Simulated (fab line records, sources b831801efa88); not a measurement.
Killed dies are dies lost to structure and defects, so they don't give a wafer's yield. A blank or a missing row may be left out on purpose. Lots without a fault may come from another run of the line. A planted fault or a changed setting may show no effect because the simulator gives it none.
fab line records | flow gf180mcu | part 1 of 2: steps 1 to 42 of 43
record lots=6 wafers=18 last_day=34
route steps=602 shown V5@551 TOP_METAL@567 PASSIVATION@587
lots that met no fault: from a run of the same line without faults
start_h: hours from the record's first day to the start of the lot's first wafer shown | wait_h: hours since the lot's step before | " the same as in the row above | L1.1+2: a row that stands for several wafers | - no value, or no start given | * or withheld: withheld | < > ~ a bound
route shown NAME@n: a module of which the file shows steps, and the number in the route of the first | usual: mean/standard deviation of fault-free wafers | same: alike in all rows | chamber/n: place in a boat | sites: the reading at each site | _std_site: their standard deviation | _edge_site: outer sites' mean less inner sites' | radius_mm: how far each site lies from the wafer's centre | mask NAME#n: copy n | behind: the tool/chamber that last shaped the wafer | hold: why the lot was held/for how many hours/how that ended | device: the transistor (n, p or np) that didn't switch | end of line: the same wafers' tests at the end of the route | a step without rows: its recipe alone | killed: dies lost to structure and defects at the first sort, not the wafer's yield | map: a wafer's dies, x killed, . not, _ none there
set.NAME: the setting as run; set.NAME@STEP: as run at that earlier step | model.NAME: the simulator's own value behind a step, which no gauge read
lots at some steps of the route; a table a step, a row a wafer
services: from which hour (start_h, from the record's first day; less than 0 if before it) a tool's chamber was out of use, for how many hours, and why
## steps
# step GF_V5_EXPOSE_11
# recipe mask_id=Via5 target_cd_nm=260 na=0.68 source_shape=conventional sigma_outer=0.6 dose_mj=38
# step GF_V5_PEB_12
# recipe peb_temp_c=135 peb_time_s=90 resist=KrF
# step GF_V5_DEVELOP_13
# recipe develop_time_s=60 resist=KrF dev_temp_c=21
# step GF_V5_CD_MEAS_14
# recipe target_cd_nm=260
# usual cd_nm=259.8/1.5
# columns lot.wafer tool chamber start_h wait_h cd_nm
L512.1 cd_sem-02 - 645.47 0.1 261.4
L512.3 " - " " 261.7
L512.6 " - " " 261.5
L520.1 cd_sem-02 - 706.29 0.1 258.3
L520.3 " - " " 259.6
L520.4 " - " " 258.6
L526.2 cd_sem-01 - 746.00 0.1 260.7
L526.4 " - " " 260.6
L526.5 " - " " 260.4
L527.1 cd_sem-01 - 750.07 0.1 261.4
L527.4 " - " " 261.1
L527.6 " - " " 261.8
L528.2 cd_sem-02 - 759.20 0.1 262.0
L528.3 " - " " 261.1
L528.6 " - " " 261.2
L530.2 cd_sem-02 - 767.90 0.1 259.1
L530.4 " - " " 257.5
L530.6 " - " " 260.2
# step GF_V5_OVL_MEAS_15
# usual V5_OVL=-3/5.2
# columns lot.wafer tool chamber start_h wait_h V5_OVL[nm]
L512.1 overlay-01 - 645.59 0.1 -3
L512.3 " - " " -13
L512.6 " - " " -5
L520.1 overlay-02 - 706.41 0.1 8
L520.3 " - " " 8
L520.4 " - " " 8
L526.2 overlay-01 - 746.11 0.1 0
L526.4 " - " " -6
L526.5 " - " " 0
L527.1 overlay-01 - 750.19 0.1 -7
L527.4 " - " " 0
L527.6 " - " " -3
L528.2 overlay-02 - 759.31 0.1 -5
L528.3 " - " " -3
L528.6 " - " " -3
L530.2 overlay-02 - 768.01 0.1 -5
L530.4 " - " " -5
L530.6 " - " " -2
# step GF_V5_ETCH_16
# recipe chemistry=N2/H2 target_depth_a=withheld overetch_a=withheld time_s=withheld target=BARC ion_energy_ev=200 source_w=500 bias_w=100 pressure_mtorr=30 n2_flow_sccm=100 h2_flow_sccm=200
# usual drypump_motor_current_A=5.7/0.53 oes_product_au=0.855/0.0045 throttle_valve_pct=13.225/0.0094
# columns lot.wafer tool chamber start_h wait_h drypump_motor_current_A oes_product_au throttle_valve_pct
L512.1 rie_diel-03 3 645.63 0.0 5.7 0.852 13.224
L512.3 " 1 " " 4.8 0.860 13.215
L512.6 " 2 " " 5.4 0.855 13.229
L520.1 rie_diel-04 1 706.44 0.0 6.1 0.854 13.224
L520.3 " 0 " " 5.2 0.859 13.235
L520.4 " 3 " " 5.3 0.864 13.216
L526.2 rie_diel-03 3 746.14 0.0 5.7 0.862 13.234
L526.4 " 2 " " 5.4 0.848 13.221
L526.5 " 0 " " 6.6 0.848 13.232
L527.1 rie_diel-04 3 750.23 0.0 5.3 0.859 13.222
L527.4 " 1 " " 6.1 0.851 13.223
L527.6 " 3 " " 5.3 0.854 13.216
L528.2 rie_diel-03 2 759.34 0.0 5.4 0.847 13.216
L528.3 " 3 " " 5.7 0.853 13.223
L528.6 " 0 " " 6.6 0.845 13.247
L530.2 rie_diel-04 0 768.04 0.0 5.2 0.860 13.229
L530.4 " 2 " " 5.8 0.858 13.228
L530.6 " 2 " " 5.7 0.851 13.233
# step GF_V5_ETCH_17
# recipe chemistry=C4F8/O2/Ar mask_material=KrF target=SiO2 stop_on=TiN source_w=1500 bias_w=1200 pressure_mtorr=40 c4f8_flow_sccm=withheld O2_flow_sccm=6 Ar_flow_sccm=300 time_s=withheld target_depth_a=8550
# usual oes_product_au=0.860/0.0046
# columns lot.wafer tool chamber start_h wait_h oes_product_au
L512.1 rie_diel-03 3 - - 0.852
L512.3 " 1 " " 0.859
L512.6 " 2 " " 0.863
L520.1 rie_diel-04 1 - - 0.863
L520.3 " 0 " " 0.858
L520.4 " 3 " " 0.865
L526.2 rie_diel-03 3 - - 0.867
L526.4 " 2 " " 0.868
L526.5 " 0 " " 0.860
L527.1 rie_diel-04 3 - - 0.859
L527.4 " 1 " " 0.857
L527.6 " 3 " " 0.852
L528.2 rie_diel-03 2 - - 0.861
L528.3 " 3 " " 0.859
L528.6 " 0 " " 0.868
L530.2 rie_diel-04 0 - - 0.867
L530.4 " 2 " " 0.855
L530.6 " 2 " " 0.870
# step GF_V5_STRIP_18
# recipe chemistry=O2/N2 power_w=1400 pressure_mtorr=1500 platen_temp_c=250 o2_flow_sccm=3000 n2_flow_sccm=300 overash_fraction=0.5
# step GF_V5_STRIP_19
# recipe chemistry=post_etch_residue_remover time_s=1200 temp_c=72.5
# step GF_V5_CLEAN_20
# recipe chemistry=DIW dry=n2_spin
# step GF_V5_SPUTTER_21
# recipe material=Ti target_thk_nm=15 chamber_pressure_pa=5 power_w=2500 substrate_temp_c=200 time_s=80.02
# step GF_V5_SPUTTER_22
# recipe material=TiN target_thk_nm=10 chamber_pressure_pa=5 power_w=4000 time_s=40
# step GF_V5_CVD_23
# recipe material=W target_thk_nm=350 time_s=104.9 temp_c=400 pressure_torr=40
# usual heater_power_w=899/160
# columns lot.wafer tool chamber start_h wait_h heater_power_w
L512.1 cvd_w-02 0 646.83 0.0 718
L512.3 " 1 " " 795
L512.6 " 0 " " 708
L520.1 cvd_w-01 1 707.26 0.0 1125
L520.3 " 0 " " 964
L520.4 " 1 " " 1130
L526.2 cvd_w-02 0 746.93 0.0 713
L526.4 " 1 " " 804
L526.5 " 0 " " 718
L527.1 cvd_w-01 0 751.05 0.0 951
L527.4 " 1 " " 1136
L527.6 " 1 " " 1123
L528.2 cvd_w-01 1 760.13 0.0 1125
L528.3 " 1 " " 1146
L528.6 " 1 " " 1159
L530.2 cvd_w-02 1 768.91 0.0 786
L530.4 " 0 " " 718
L530.6 " 0 " " 732
# step GF_V5_RS_MEAS_24
# recipe thk_meas_gauge=four-point-probe reads=W_of_V5_CVD_23+TiN_of_V5_SPUTTER_22+Ti_of_V5_SPUTTER_21
# usual V5_W_RS=0.328/0.0037
# columns lot.wafer tool chamber start_h wait_h V5_W_RS[ohm/sq]
L512.1 film_metro-03 - 646.97 0.1 0.329
L512.3 " - " " 0.325
L512.6 " - " " 0.325
L520.1 film_metro-03 - 707.37 0.1 0.322
L520.3 " - " " 0.323
L520.4 " - " " 0.319
L526.2 film_metro-02 - 747.06 0.1 0.334
L526.4 " - " " 0.331
L526.5 " - " " 0.338
L527.1 film_metro-03 - 751.16 0.1 0.329
L527.4 " - " " 0.324
L527.6 " - " " 0.320
L528.2 film_metro-03 - 760.26 0.1 0.327
L528.3 " - " " 0.329
L528.6 " - " " 0.329
L530.2 film_metro-01 - 769.04 0.1 0.328
L530.4 " - " " 0.332
L530.6 " - " " 0.333
# step GF_V5_THK_MEAS_25
# recipe thk_meas_gauge=xrf reads=W_of_V5_CVD_23
# usual V5_W_THK=347/5.6
# columns lot.wafer tool chamber start_h wait_h V5_W_THK[nm]
L512.1 film_metro-03 - 647.09 0.1 351
L512.3 " - " " 351
L512.6 " - " " 355
L520.1 film_metro-03 - 707.49 0.1 353
L520.3 " - " " 353
L520.4 " - " " 359
L526.2 film_metro-02 - 747.17 0.1 340
L526.4 " - " " 345
L526.5 " - " " 335
L527.1 film_metro-03 - 751.28 0.1 352
L527.4 " - " " 357
L527.6 " - " " 360
L528.2 film_metro-03 - 760.37 0.1 352
L528.3 " - " " 351
L528.6 " - " " 351
L530.2 film_metro-01 - 769.15 0.1 343
L530.4 " - " " 341
L530.6 " - " " 339
# step GF_V5_CMP_26
# recipe stop_on=SiO2 down_force_psi=3.5 platen_rpm=60 t_overpolish_s=15 target_thk_nm=0 pad_velocity_m_s=0.94248
# usual motor_current_A=10.6/1 overpolish_run_s=14.999/0.0093 time_to_endpoint_s=85/4.3
# columns lot.wafer tool chamber start_h wait_h motor_current_A overpolish_run_s time_to_endpoint_s
L512.1 cmp-02 3 647.25 0.1 11.8 14.994 87
L512.3 " 0 " " 10.2 14.995 86
L512.6 " 2 " " 11.5 14.980 93
L520.1 cmp-02 0 707.55 0.1 10.1 15.012 82
L520.3 " 1 " " 8.9 14.985 86
L520.4 " 3 " " 12.1 14.988 86
L526.4 cmp-01 3 749.71 2.5 10.4 15.005 77
L526.2 " 1 " " 13.5 14.994 78
L526.5 " 0 " " 10.6 14.992 77
L527.1 cmp-02 0 751.58 0.3 10.1 14.993 84
L527.4 " 1 " " 9.3 14.971 81
L527.6 " 0 " " 10.1 14.995 82
L528.2 cmp-01 0 760.42 0.0 11.6 15.001 78
L528.3 " 1 " " 13.6 15.009 80
L528.6 " 0 " " 11.2 15.007 80
L530.4 cmp-02 1 769.33 0.1 10.1 15.014 82
L530.2 " 3 " " 11.5 15.001 84
L530.6 " 1 " " 9.3 14.984 82
# step GF_TOP_METAL_SPUTTER_00
# recipe material=Ti target_thk_nm=37.5 arriving_ion_energy_ev=80 substrate_temp_c=200 chamber_pressure_pa=2 power_w=4000 time_s=150
# usual throttle_valve_pct=30.6/1.3
# columns lot.wafer tool chamber start_h wait_h throttle_valve_pct
L512.1 pvd_sputter-04 - 647.45 0.1 31.0
L512.3 " - " " 27.4
L512.6 " - " " 30.1
L520.1 pvd_sputter-03 - 707.85 0.2 29.9
L520.3 " - " " 31.7
L520.4 " - " " 29.8
L526.2 pvd_sputter-02 - 750.01 0.1 32.0
L526.4 " - " " 31.4
L526.5 " - " " 30.9
L527.1 pvd_sputter-02 - 751.90 0.3 30.7
L527.4 " - " " 28.9
L527.6 " - " " 30.8
L528.2 pvd_sputter-02 - 760.72 0.2 30.6
L528.3 " - " " 29.3
L528.6 " - " " 29.1
L530.2 pvd_sputter-03 - 769.58 0.1 31.8
L530.4 " - " " 30.3
L530.6 " - " " 31.5
# step GF_TOP_METAL_SPUTTER_01
# recipe material=TiN target_thk_nm=30 power_w=6500 time_s=25 chamber_pressure_pa=0.4
# usual throttle_valve_pct=30.6/1.3
# columns lot.wafer tool chamber start_h wait_h throttle_valve_pct
L512.1 pvd_sputter-04 - 647.55 0.1 31.2
L512.3 " - " " 27.5
L512.6 " - " " 30.5
L520.1 pvd_sputter-03 - 707.95 0.1 30.3
L520.3 " - " " 31.4
L520.4 " - " " 29.9
L526.2 pvd_sputter-02 - 750.11 0.1 32.1
L526.4 " - " " 31.1
L526.5 " - " " 31.0
L527.1 pvd_sputter-02 - 752.00 0.1 30.7
L527.4 " - " " 29.2
L527.6 " - " " 31.0
L528.2 pvd_sputter-02 - 760.82 0.1 30.7
L528.3 " - " " 28.9
L528.6 " - " " 29.0
L530.2 pvd_sputter-03 - 769.68 0.1 31.7
L530.4 " - " " 30.3
L530.6 " - " " 31.4
# step GF_TOP_METAL_SPUTTER_02
# recipe material=AlCu target_thk_nm=900 power_w=10600 chamber_pressure_pa=0.3 substrate_temp_c=250 gas=Ar time_s=47.82
# step GF_TOP_METAL_SPUTTER_03
# recipe material=Ti target_thk_nm=5 substrate_temp_c=300 chamber_pressure_pa=0.3 power_w=3000 time_s=3.3
# step GF_TOP_METAL_SPUTTER_04
# recipe material=TiN target_thk_nm=25 power_w=6500 time_s=20.8 chamber_pressure_pa=0.4
# step GF_TOP_METAL_RS_MEAS_05
# recipe thk_meas_gauge=four-point-probe reads=TiN_of_TOP_METAL_SPUTTER_04+Ti_of_TOP_METAL_SPUTTER_03+AlCu_of_TOP_METAL_SPUTTER_02+TiN_of_TOP_METAL_SPUTTER_01+Ti_of_TOP_METAL_SPUTTER_00
# usual TOP_METAL_ALCU_RS=0.0328/0.00036
# columns lot.wafer tool chamber start_h wait_h TOP_METAL_ALCU_RS[ohm/sq]
L512.1 film_metro-04 - 647.67 0.0 0.0325
L512.3 " - " " 0.0327
L512.6 " - " " 0.0326
L520.1 film_metro-03 - 708.07 0.0 0.0331
L520.3 " - " " 0.0329
L520.4 " - " " 0.0328
L526.2 film_metro-03 - 750.25 0.0 0.0333
L526.4 " - " " 0.0332
L526.5 " - " " 0.0330
L527.1 film_metro-03 - 752.12 0.0 0.0329
L527.4 " - " " 0.0329
L527.6 " - " " 0.0327
L528.2 film_metro-02 - 760.96 0.0 0.0326
L528.3 " - " " 0.0327
L528.6 " - " " 0.0328
L530.2 film_metro-02 - 769.82 0.0 0.0327
L530.4 " - " " 0.0326
L530.6 " - " " 0.0327
# step GF_TOP_METAL_THK_MEAS_06
# recipe thk_meas_gauge=xrf reads=AlCu_of_TOP_METAL_SPUTTER_02
# usual TOP_METAL_ALCU_THK=894/12
# columns lot.wafer tool chamber start_h wait_h TOP_METAL_ALCU_THK[nm]
L512.1 film_metro-04 - 647.79 0.1 908
L512.3 " - " " 897
L512.6 " - " " 906
L520.1 film_metro-03 - 708.19 0.1 881
L520.3 " - " " 892
L520.4 " - " " 893
L526.2 film_metro-03 - 750.36 0.1 873
L526.4 " - " " 874
L526.5 " - " " 882
L527.1 film_metro-03 - 752.24 0.1 884
L527.4 " - " " 887
L527.6 " - " " 887
L528.2 film_metro-02 - 761.07 0.1 901
L528.3 " - " " 903
L528.6 " - " " 893
L530.2 film_metro-02 - 769.93 0.1 910
L530.4 " - " " 911
L530.6 " - " " 905
# step GF_TOP_METAL_DEHYDRATE_07
# recipe temp_c=200 time_s=60
# step GF_TOP_METAL_HMDS_08
# recipe prime_time_s=60 prime_temp_c=120
# step GF_TOP_METAL_COAT_09
# recipe resist=NOVOLAK spin_rpm=3000 resist_thk_nm=1500
# step GF_TOP_METAL_SOFTBAKE_10
# recipe temp_c=90 time_s=60 resist=NOVOLAK
# step GF_TOP_METAL_EXPOSE_11
# recipe mask_id=MetalTop target_cd_nm=440 na=0.6 source_shape=conventional sigma_outer=0.6 dose_mj=170
# step GF_TOP_METAL_PEB_12
# recipe temp_c=withheld time_s=* resist=NOVOLAK
# step GF_TOP_METAL_DEVELOP_13
# recipe develop_time_s=60 dev_temp_c=23
# step GF_TOP_METAL_CD_MEAS_14
# recipe target_cd_nm=440
# usual cd_nm=439.7/2.6
# columns lot.wafer tool chamber start_h wait_h cd_nm
L512.1 cd_sem-01 - 667.09 0.1 439.6
L512.3 " - " " 438.8
L512.6 " - " " 438.6
L520.1 cd_sem-01 - 725.67 0.1 437.9
L520.3 " - " " 436.6
L520.4 " - " " 435.7
L526.2 cd_sem-02 - 765.65 0.1 439.6
L526.4 " - " " 440.0
L526.5 " - " " 439.6
L527.1 cd_sem-02 - 768.22 0.1 441.1
L527.4 " - " " 442.2
L527.6 " - " " 442.2
L528.2 cd_sem-01 - 777.54 0.1 439.6
L528.3 " - " " 438.8
L528.6 " - " " 441.8
L530.2 cd_sem-01 - 786.04 0.1 438.4
L530.4 " - " " 438.6
L530.6 " - " " 441.0
# step GF_TOP_METAL_OVL_MEAS_15
# usual TOP_METAL_OVL=0.9/1.5
# columns lot.wafer tool chamber start_h wait_h TOP_METAL_OVL[nm]
L512.1 overlay-02 - 667.21 0.1 2.1
L512.3 " - " " 2.2
L512.6 " - " " 2.6
L520.1 overlay-02 - 725.79 0.1 1.1
L520.3 " - " " 2.4
L520.4 " - " " 0.9
L526.2 overlay-02 - 765.76 0.1 0.4
L526.4 " - " " 1.2
L526.5 " - " " 1.0
L527.1 overlay-02 - 768.34 0.1 -2.0
L527.4 " - " " -1.4
L527.6 " - " " 2.7
L528.2 overlay-01 - 777.64 0.1 0.3
L528.3 " - " " 0.8
L528.6 " - " " 1.4
L530.2 overlay-01 - 786.14 0.1 1.2
L530.4 " - " " 1.9
L530.6 " - " " 2.2
# step GF_TOP_METAL_METAL_ETCH_16
# recipe chemistry=Cl2/BCl3 mask_material=NOVOLAK target_depth_nm=1077.5 stop_on=SiO2 pressure_mtorr=8 icp_w=800 bias_w=140 Cl2_flow_sccm=80 bcl3_flow_sccm=40 time_s=179.6
# step GF_TOP_METAL_STRIP_17
# recipe chemistry=O2/N2 power_w=1400 pressure_mtorr=1500 platen_temp_c=250 o2_flow_sccm=3000 n2_flow_sccm=300 overash_fraction=0.5
# step GF_TOP_METAL_STRIP_18
# recipe chemistry=post_etch_residue_remover time_s=1200 temp_c=72.5
# step GF_TOP_METAL_CLEAN_19
# recipe chemistry=DIW dry=n2_spin
# step GF_PASSIVATION_CVD_00
# recipe material=SiO2 target_thk_nm=1000 precursor=TEOS temp_c=400 time_s=111.95 rf_w=600
# step GF_PASSIVATION_THK_MEAS_01
# recipe reads=SiO2_of_PASSIVATION_CVD_00
# usual PASSIVATION_CVD_00_THK=1004/13
# columns lot.wafer tool chamber start_h wait_h PASSIVATION_CVD_00_THK[nm]
L512.1 film_metro-01 - 668.06 0.0 1012
L512.3 " - " " 1008
L512.6 " - " " 1026
L520.1 film_metro-04 - 726.61 0.0 1013
L520.3 " - " " 1015
L520.4 " - " " 1011
L526.2 film_metro-01 - 766.76 0.0 989
L526.4 " - " " 985
L526.5 " - " " 1005
L527.1 film_metro-01 - 769.27 0.0 1004
L527.4 " - " " 1007
L527.6 " - " " 1021
L528.2 film_metro-03 - 778.81 0.0 1001
L528.3 " - " " 986
L528.6 " - " " 1006
L530.2 film_metro-03 - 786.97 0.0 1007
L530.4 " - " " 1019
L530.6 " - " " 1021
# step GF_PASSIVATION_CVD_02
# recipe material=Si3N4 target_thk_nm=700 time_s=486.18 temp_c=400 rf_w=450
# step GF_PASSIVATION_THK_MEAS_03
# recipe reads=Si3N4_of_PASSIVATION_CVD_02
# usual PASSIVATION_CVD_02_THK=700/8.8
# columns lot.wafer tool chamber start_h wait_h PASSIVATION_CVD_02_THK[nm]
L512.1 film_metro-03 - 668.41 0.1 697
L512.3 " - " " 688
L512.6 " - " " 690
L520.1 film_metro-03 - 726.96 0.1 696
L520.3 " - " " 686
L520.4 " - " " 702
L526.2 film_metro-04 - 767.10 0.2 699
L526.4 " - " " 708
L526.5 " - " " 712
L527.1 film_metro-04 - 769.61 0.1 693
L527.4 " - " " 716
L527.6 " - " " 697
L528.2 film_metro-04 - 779.16 0.2 694
L528.3 " - " " 690
L528.6 " - " " 703
L530.2 film_metro-01 - 787.32 0.2 688
L530.4 " - " " 705
L530.6 " - " " 703
# step GF_PASSIVATION_DEHYDRATE_04
# recipe temp_c=200 time_s=60
# step GF_PASSIVATION_HMDS_05
# recipe prime_time_s=60 prime_temp_c=120
